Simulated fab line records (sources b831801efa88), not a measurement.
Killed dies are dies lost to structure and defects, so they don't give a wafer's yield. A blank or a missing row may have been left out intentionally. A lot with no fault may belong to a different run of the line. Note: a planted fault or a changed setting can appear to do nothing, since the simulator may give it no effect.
Split-lot study :: flow sfq-line :: 23 wafers read across 5 lots, on a route 325 steps long

THE SPLIT
At SFQ_TRILAYER_I6_VIA_LITHO_COAT_174 (resist thk 62 nm), the setting spin-rpm was moved away from the recipe's 3000 rpm on 11 of the 23 wafers read, by -6.8% to +7.2%. The other wafers ran this setting at the recipe's value.

The reading comes from the split's own step.

THE READING
BARC_of_TRILAYER_I6_VIA_LITHO_COAT_174.thk-nm (the simulator's own value, which no gauge read), in nm, at SFQ_TRILAYER_I6_VIA_LITHO_COAT_174 (resist thk 62 nm). No usual value for it is given in the file. Here, 12 wafers ran the recipe; their average is 61.91 nm with a standard deviation of 0.15 nm.

wafer: L076.1
tool, chamber at the split: litho-track-01, 0
spin-rpm as run, rpm: 3000
against the recipe: recipe
BARC_of_TRILAYER_I6_VIA_LITHO_COAT_174.thk-nm, nm: 61.92
against lot-mates on the recipe: -

wafer: L076.2
tool, chamber at the split: litho-track-01, 0
spin-rpm as run, rpm: 2795
against the recipe: -6.8%
BARC_of_TRILAYER_I6_VIA_LITHO_COAT_174.thk-nm, nm: 64.34
against lot-mates on the recipe: +2.37

wafer: L076.3
tool, chamber at the split: litho-track-01, 0
spin-rpm as run, rpm: 3000
against the recipe: recipe
BARC_of_TRILAYER_I6_VIA_LITHO_COAT_174.thk-nm, nm: 62.09
against lot-mates on the recipe: -

wafer: L076.4
tool, chamber at the split: litho-track-01, 0
spin-rpm as run, rpm: 2795
against the recipe: -6.8%
BARC_of_TRILAYER_I6_VIA_LITHO_COAT_174.thk-nm, nm: 64.16
against lot-mates on the recipe: +2.19

wafer: L076.5
tool, chamber at the split: litho-track-01, 0
spin-rpm as run, rpm: 3000
against the recipe: recipe
BARC_of_TRILAYER_I6_VIA_LITHO_COAT_174.thk-nm, nm: 61.9
against lot-mates on the recipe: -

wafer: L079.1
tool, chamber at the split: litho-track-04, 0
spin-rpm as run, rpm: 3217
against the recipe: +7.2%
BARC_of_TRILAYER_I6_VIA_LITHO_COAT_174.thk-nm, nm: 59.84
against lot-mates on the recipe: -2.04

wafer: L079.2
tool, chamber at the split: litho-track-04, 0
spin-rpm as run, rpm: 3000
against the recipe: recipe
BARC_of_TRILAYER_I6_VIA_LITHO_COAT_174.thk-nm, nm: 61.87
against lot-mates on the recipe: -

wafer: L079.4
tool, chamber at the split: litho-track-04, 0
spin-rpm as run, rpm: 3000
against the recipe: recipe
BARC_of_TRILAYER_I6_VIA_LITHO_COAT_174.thk-nm, nm: 61.89
against lot-mates on the recipe: -

wafer: L079.5
tool, chamber at the split: litho-track-04, 0
spin-rpm as run, rpm: 3217
against the recipe: +7.2%
BARC_of_TRILAYER_I6_VIA_LITHO_COAT_174.thk-nm, nm: 59.64
against lot-mates on the recipe: -2.24

wafer: L079.6
tool, chamber at the split: litho-track-04, 0
spin-rpm as run, rpm: 3217
against the recipe: +7.2%
BARC_of_TRILAYER_I6_VIA_LITHO_COAT_174.thk-nm, nm: 59.79
against lot-mates on the recipe: -2.09

wafer: L080.1
tool, chamber at the split: litho-track-02, 0
spin-rpm as run, rpm: 3192
against the recipe: +6.4%
BARC_of_TRILAYER_I6_VIA_LITHO_COAT_174.thk-nm, nm: 60.22
against lot-mates on the recipe: -1.87

wafer: L080.2
tool, chamber at the split: litho-track-02, 0
spin-rpm as run, rpm: 3000
against the recipe: recipe
BARC_of_TRILAYER_I6_VIA_LITHO_COAT_174.thk-nm, nm: 62.06
against lot-mates on the recipe: -

wafer: L080.3
tool, chamber at the split: litho-track-02, 0
spin-rpm as run, rpm: 3192
against the recipe: +6.4%
BARC_of_TRILAYER_I6_VIA_LITHO_COAT_174.thk-nm, nm: 60.15
against lot-mates on the recipe: -1.94

wafer: L080.4
tool, chamber at the split: litho-track-02, 0
spin-rpm as run, rpm: 3000
against the recipe: recipe
BARC_of_TRILAYER_I6_VIA_LITHO_COAT_174.thk-nm, nm: 62.12
against lot-mates on the recipe: -

wafer: L080.6
tool, chamber at the split: litho-track-02, 0
spin-rpm as run, rpm: 3192
against the recipe: +6.4%
BARC_of_TRILAYER_I6_VIA_LITHO_COAT_174.thk-nm, nm: 60.07
against lot-mates on the recipe: -2.02

wafer: L083.1
tool, chamber at the split: litho-track-04, 0
spin-rpm as run, rpm: 3000
against the recipe: recipe
BARC_of_TRILAYER_I6_VIA_LITHO_COAT_174.thk-nm, nm: 61.99
against lot-mates on the recipe: -

wafer: L083.5
tool, chamber at the split: litho-track-04, 0
spin-rpm as run, rpm: 3000
against the recipe: recipe
BARC_of_TRILAYER_I6_VIA_LITHO_COAT_174.thk-nm, nm: 61.91
against lot-mates on the recipe: -

wafer: L083.6
tool, chamber at the split: litho-track-04, 0
spin-rpm as run, rpm: 3000
against the recipe: recipe
BARC_of_TRILAYER_I6_VIA_LITHO_COAT_174.thk-nm, nm: 61.9
against lot-mates on the recipe: -

wafer: L085.2
tool, chamber at the split: litho-track-04, 0
spin-rpm as run, rpm: 3000
against the recipe: recipe
BARC_of_TRILAYER_I6_VIA_LITHO_COAT_174.thk-nm, nm: 61.74
against lot-mates on the recipe: -

wafer: L085.3
tool, chamber at the split: litho-track-04, 0
spin-rpm as run, rpm: 3000
against the recipe: recipe
BARC_of_TRILAYER_I6_VIA_LITHO_COAT_174.thk-nm, nm: 61.55
against lot-mates on the recipe: -

wafer: L085.4
tool, chamber at the split: litho-track-04, 0
spin-rpm as run, rpm: 3130
against the recipe: +4.3%
BARC_of_TRILAYER_I6_VIA_LITHO_COAT_174.thk-nm, nm: 60.56
against lot-mates on the recipe: -1.08

wafer: L085.5
tool, chamber at the split: litho-track-04, 0
spin-rpm as run, rpm: 3130
against the recipe: +4.3%
BARC_of_TRILAYER_I6_VIA_LITHO_COAT_174.thk-nm, nm: 60.48
against lot-mates on the recipe: -1.16

wafer: L085.6
tool, chamber at the split: litho-track-04, 0
spin-rpm as run, rpm: 3130
against the recipe: +4.3%
BARC_of_TRILAYER_I6_VIA_LITHO_COAT_174.thk-nm, nm: 60.74
against lot-mates on the recipe: -0.90

THE FIT
A straight line over all 23 wafers: BARC_of_TRILAYER_I6_VIA_LITHO_COAT_174.thk-nm changes by -0.307 nm for each +1% of spin-rpm; r = -0.99; the points scatter about the line by 0.16 nm.
The same after taking each lot's own level away (the mean of its wafers on the recipe; 23 wafers): -0.304 nm for each +1%; r = -0.99; scatter 0.13 nm.
According to that fit, moving spin-rpm by its largest amount changes the reading by 2.2 nm.
From 61.645 to 62.090 nm: that is the span of the lots' own levels, equal to 3.0 times the standard deviation above.
Consequently the slope shifts little with the lot-to-lot level, the two slopes agreeing.
Check: with one of the wafers moved furthest among these (+7.2%) left out of the fit, the line predicts -2.15 nm for it against its lot-mates. It came out at -2.04 nm against them.

ADDITIONAL SPLITS CARRIED BY THESE WAFERS
Other splits were also applied to these wafers ahead of the reading. Each is held against what the fit with the lots' levels taken away leaves over:
other split on the same wafers: SFQ_TRILAYER_M5_BARC_OPEN_METAL_ETCH_161 icp-w
wafers away from the commonest value: 10
r with BARC_of_TRILAYER_I6_VIA_LITHO_COAT_174.thk-nm (lot level and that fit taken away): +0.10

other split on the same wafers: SFQ_TRILAYER_I5_LITHO_COAT_149 spin-rpm
wafers away from the commonest value: 7
r with BARC_of_TRILAYER_I6_VIA_LITHO_COAT_174.thk-nm (lot level and that fit taken away): +0.16

other split on the same wafers: SFQ_TRILAYER_C5_LITHO_EXPOSE_152 dose-mj
wafers away from the commonest value: 8
r with BARC_of_TRILAYER_I6_VIA_LITHO_COAT_174.thk-nm (lot level and that fit taken away): +0.28

other split on the same wafers: SFQ_TRILAYER_M6_DEP_SPUTTER_157 power-w
wafers away from the commonest value: 9
r with BARC_of_TRILAYER_I6_VIA_LITHO_COAT_174.thk-nm (lot level and that fit taken away): -0.02

other split on the same wafers: SFQ_TRILAYER_M6_LITHO_COAT_159 spin-rpm
wafers away from the commonest value: 8
r with BARC_of_TRILAYER_I6_VIA_LITHO_COAT_174.thk-nm (lot level and that fit taken away): -0.02

THE FILE'S OWN FIT
BARC_of_TRILAYER_I6_VIA_LITHO_COAT_174.thk-nm changes by -0.302 nm for each +1% of spin-rpm, r = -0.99.
